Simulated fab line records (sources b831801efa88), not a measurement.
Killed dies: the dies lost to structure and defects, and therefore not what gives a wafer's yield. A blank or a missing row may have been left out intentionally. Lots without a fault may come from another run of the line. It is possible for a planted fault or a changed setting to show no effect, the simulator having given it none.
The tool behind it: which one? ; flow gf180mcu ; 14 lots with 42 wafers sampled at 4 steps, on a route of 602 steps

## WHAT THE GAUGES SHOWED, per wafer
GF_V5_THK_MEAS_01.
lot;measured;on;V5_CVD_00_THK (nm)
L618;day 26 13:16;film metro-03;295 301 295
L619;day 26 20:17;film metro-02;303 295 291
L620;day 27 00:41;film metro-04;295 305 298
L621;day 27 12:08;film metro-04;295 306 303
L622;day 27 20:32;film metro-03;294 302 295
L626;day 29 00:35;film metro-02;297 296 295
L630;day 30 08:53;film metro-02;294 301 293
L631;day 30 16:48;film metro-04;298 303 295
L632;day 31 01:09;film metro-02;294 294 300
L635;day 31 18:08;film metro-03;300 307 301
L636;day 31 23:47;film metro-03;296 297 298
L638;day 32 10:16;film metro-03;297 304 297
L640;day 32 18:14;film metro-04;300 297 308
L641;day 33 06:02;film metro-02;297 294 295

GF_V5_OVL_MEAS_15.
lot;measured;on;V5_OVL (nm)
L618;day 27 10:25;overlay-02;-2 -2 -8
L619;day 27 18:01;overlay-01;-10 -6 -7
L620;day 27 22:20;overlay-01;-14 -10 -5
L621;day 28 11:36;overlay-02;2 4 3
L622;day 28 15:49;overlay-02;4 0 6
L626;day 29 20:13;overlay-02;10 10 8
L630;day 31 03:57;overlay-01;2 5 3
L631;day 31 10:43;overlay-01;3 4 8
L632;day 31 19:25;overlay-02;-9 -19 -13
L635;day 32 10:43;overlay-01;3 5 6
L636;day 32 17:07;overlay-01;-1 -2 -2
L638;day 33 03:34;overlay-01;-1 1 6
L640;day 33 10:58;overlay-02;-4 -1 -4
L641;day 33 22:09;overlay-01;3 7 6

GF_V5_RS_MEAS_24: uses a four-point probe to measure.
lot;measured;on;V5_W_RS (ohm/sq)
L618;day 27 11:22;film metro-02;0.330 0.326 0.328
L619;day 27 18:59;film metro-04;0.331 0.330 0.332
L620;day 27 23:18;film metro-03;0.330 0.330 0.326
L621;day 28 12:32;film metro-03;0.337 0.330 0.333
L622;day 28 16:46;film metro-03;0.338 0.331 0.334
L626;day 29 21:17;film metro-03;0.332 0.330 0.333
L630;day 31 04:53;film metro-02;0.332 0.334 0.333
L631;day 31 11:43;film metro-04;0.330 0.336 0.331
L632;day 31 20:37;film metro-02;0.328 0.327 0.327
L635;day 32 11:40;film metro-03;0.333 0.330 0.326
L636;day 32 18:05;film metro-03;0.326 0.332 0.327
L638;day 33 04:31;film metro-04;0.324 0.328 0.329
L640;day 33 11:56;film metro-03;0.330 0.332 0.325
L641;day 33 23:07;film metro-04;0.324 0.327 0.324

## WHAT TOOL EACH LOT RAN ON (gives the tool, then ch and the chambers of the sampled wafers, and finally the start)
lot;GF_VT_IMPLANT_STRIP_31
L618;plasma asher-04 ch 0,1, day 6 19:32
L619;plasma asher-03 ch 0,1, day 7 03:56
L620;plasma asher-02 ch 0,1, day 7 09:43
L621;plasma asher-03 ch 0,1, day 7 15:17
L622;plasma asher-02 ch 0,1, day 7 22:35
L626;plasma asher-04 ch 0,1, day 8 23:47
L630;plasma asher-03 ch 0,1, day 10 05:05
L631;plasma asher-03 ch 0,1, day 10 12:38
L632;plasma asher-04 ch 0,1, day 10 18:46
L635;plasma asher-04 ch 0,1, day 11 12:08
L636;plasma asher-02 ch 0,1, day 12 00:07
L638;plasma asher-02 ch 0,1, day 12 10:56
L640;plasma asher-04 ch 0,1, day 13 00:47
L641;plasma asher-02 ch 0,1, day 13 07:05
- GF_VT_IMPLANT_STRIP_31: strips in O2/N2.

## AS READ BY THE TOOLS THEMSELVES (means over the sampled wafers that have a number; for cases with no such wafer, the mark the record gives instead)
GF_VT_IMPLANT_STRIP_31.
lot;tool;drypump motor current A (A);heater power w (W);oes product au (a.u.);strip time to endpoint s (s)
L618;plasma asher-04;6.1;306;0.712;12.670
L619;plasma asher-03;5.6;393;0.712;12.653
L620;plasma asher-02;5.7;337;0.711;12.640
L621;plasma asher-03;5.6;389;0.713;12.674
L622;plasma asher-02;5.7;338;0.716;12.630
L626;plasma asher-04;6.1;314;0.721;12.608
L630;plasma asher-03;5.2;377;0.715;12.637
L631;plasma asher-03;5.2;373;0.720;12.623
L632;plasma asher-04;6.0;321;0.716;12.700
L635;plasma asher-04;6.1;305;0.719;12.641
L636;plasma asher-02;5.7;346;0.717;12.602
L638;plasma asher-02;5.7;341;0.717;12.652
L640;plasma asher-04;6.1;306;0.720;12.614
L641;plasma asher-02;5.7;346;0.719;12.626

## THE ANSWER, worked out from the rows above alone
Rule: what is usual is taken from the lots themselves. The widest of any qualifying gaps counts: lots, ordered by their means at a reading, are off when they make up no more than a third of the lots, leave a main group of 4 or more, and stand apart from it by 3 or more times the standard deviation of that group's means. A main group is skipped when, at the precision printed for the reading in the tables above, its means are all equal. Also off: a lot with no number at a reading for which 4 or more lots have one. Any other lot the step has rows for is counted as sound. Order of review: gauges by route order, followed by the tools' own readings, for which a lot's mean as printed above is used. The first step at which some lot is off is used, and at that step the reading that is off furthest; a lot without a number counts as furthest.
No lot is off at any reading shown: from this, nothing can be told.

## WHAT WAS PUT IN BY THE SIMULATOR
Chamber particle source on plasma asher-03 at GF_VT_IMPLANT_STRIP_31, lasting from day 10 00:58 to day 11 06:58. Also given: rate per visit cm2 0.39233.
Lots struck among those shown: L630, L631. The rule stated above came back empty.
